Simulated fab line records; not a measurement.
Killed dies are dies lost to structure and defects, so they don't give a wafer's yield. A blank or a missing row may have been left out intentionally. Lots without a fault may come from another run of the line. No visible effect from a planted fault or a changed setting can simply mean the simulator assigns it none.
Comparing a struck lot with a sound one ; flow sky130 ; 19 out of 708 route steps
Sound: wafers L573.2, L573.3, L573.5. Struck: wafers L586.3, L586.5, L586.6. The cause is given at the end.
Each step with rows lists, per side, the tool, then ch with its chambers, then its first start. Under that, the readings that differ: sound wafers ; struck wafers ; difference of the means ; sigmas: that difference in standard deviations of wafers without a fault.
alike: same words and numbers on both sides, and readings whose means sit less than 2 such deviations apart. not compared: any withheld reading, any reading some wafer has no value for, any bound like >300 that may hide the same value, and any number with overlapping values for which the record gives no deviation.
A row with sigmas, a row that says differs or no value, or rows on one side alone: a step with any of these is where the two part. Numbers that have no deviation but don't overlap get no sigmas and don't part them. A reading that every wafer of one side lacks parts them only if that side has two wafers or more.

first, 10 steps without rows for these wafers: SKY_METAL2_SPUTTER_00 (material Ti, target thk 15 nm, time 10 s); SKY_METAL2_SPUTTER_01 (material TiN, target thk 20 nm, time 16.7 s); SKY_METAL2_SPUTTER_02 (material AlCu, target thk 250 nm, time 13.3 s); SKY_METAL2_SPUTTER_03 (material Ti, target thk 5 nm, time 3.3 s); SKY_METAL2_SPUTTER_04 (material TiN, target thk 70 nm, time 55.52 s); SKY_METAL2_DEHYDRATE_07 (time 60 s); SKY_METAL2_HMDS_08 (prime time 60 s); SKY_METAL2_COAT_09 (resist thk 60 nm); SKY_METAL2_COAT_10 (resist thk 450 nm); SKY_METAL2_SOFTBAKE_11 (time 90 s).
SKY_METAL2_EXPOSE_12: exposes mask MM2, target cd 140 nm.
  sound on krfScanner-02 ch 0, day 38 00:28; struck on krfScanner-02 ch 0, day 41 03:14
reading;sound;struck;difference;sigmas
exposureDoseMJCm2;28.09 28.11 28.09;25.37 25.33 25.35;-2.75;-40
  alike: mask, focusOffsetNm
then, 2 steps without rows for these wafers: SKY_METAL2_PEB_13; SKY_METAL2_DEVELOP_14 (develop time 60 s).
SKY_METAL2_CD_MEAS_15: the cd target is 140 nm.
  struck on cdSem-01, day 41 14:46; sound on cdSem-02, day 38 13:12
reading;sound;struck;difference;sigmas
cdNm (nm);141.3 141.8 142.1;161.5 159.7 160.1;+18.7;+13
SKY_METAL2_DESCUM_17: chemistry O2, time 8 s.
  sound on rieMetal-03 ch 0, day 38 13:20; struck on rieMetal-04 ch 0,1, day 41 14:54
reading;sound;struck;difference;sigmas
drypumpMotorCurrentA (A);6.6 6.5 6.6;4.8 6.2 4.9;-1.3;-3
model.METAL2.cdNm (nm);141.4 142 142.2;161.6 159.9 160.9;+18.9;
  alike: oesProductAu, tempC
  not compared: rfHoursCounterH
then, 1 step without rows for these wafers: SKY_METAL2_ETCH_18 (etches BARC in N2/H2, stops on SiO2, time 45.9 s, target depth 60 nm).
SKY_METAL2_METAL_ETCH_19: etches the open film in Cl2/BCl3, stops on SiO2, target depth 360 nm, time 78 s.
  sound on rieMetal-03 ch 0, day 38 13:26; struck on rieMetal-04 ch 0,1, day 41 15:01
reading;sound;struck;difference;sigmas
drypumpMotorCurrentA (A);6.5 6.5 6.6;4.9 6.2 4.9;-1.2;-2
model.METAL2.cdNm (nm);138 139.2 138.6;165.3 163.1 164.8;+25.8;
  alike: oesProductAu, throttleValvePct
  not compared: rfHoursCounterH
then, 1 step without rows for these wafers: SKY_METAL2_STRIP_20 (strips in O2/N2).
-- the record jumps here: 9 days lie between the struck wafers' starts before and after (it left off in module METAL2 and takes up again in module PAD_OPEN, whose first step shown is number 708 of the route) --
SKY_PAD_OPEN_PROBE_99:
  struck on prober-02, day 50 12:07; sound on prober-02, day 48 11:20
reading;sound;struck;difference;sigmas
defectLimitedYield (%);83.3 78.9 84.6;36.2 54.1 40.9;-38.5;-20
killed_at_M0_to_M3;52 51 42;280 182 248;+188;+29
killedDies;82 104 76;314 226 291;+190;+20
sort_bin_3_pad_short (%);0.6 1.0 0.8;49.0 30.5 41.7;+39.6;+99 or more
sortNPass;410 388 416;178 266 201;-190;-20
sortYieldPct (%);83.3 78.9 84.6;36.2 54.1 40.9;-38.5;-20
  alike: killed_at_M4_up, killedAtContacts, killedAtFrontEnd, killedAtOther, killedOnRim, killedOpen, killedShort, sort_bin_5_function, sort_bin_6_memory

== WHERE THEY PART ==
Earliest at SKY_METAL2_EXPOSE_12; latest, in this record, at SKY_PAD_OPEN_PROBE_99.

WHY: whatever the simulator had introduced
Process parameters drifting: krfScanner-02 at SKY_METAL2_EXPOSE_12, beginning at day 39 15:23. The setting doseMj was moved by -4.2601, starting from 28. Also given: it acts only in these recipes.
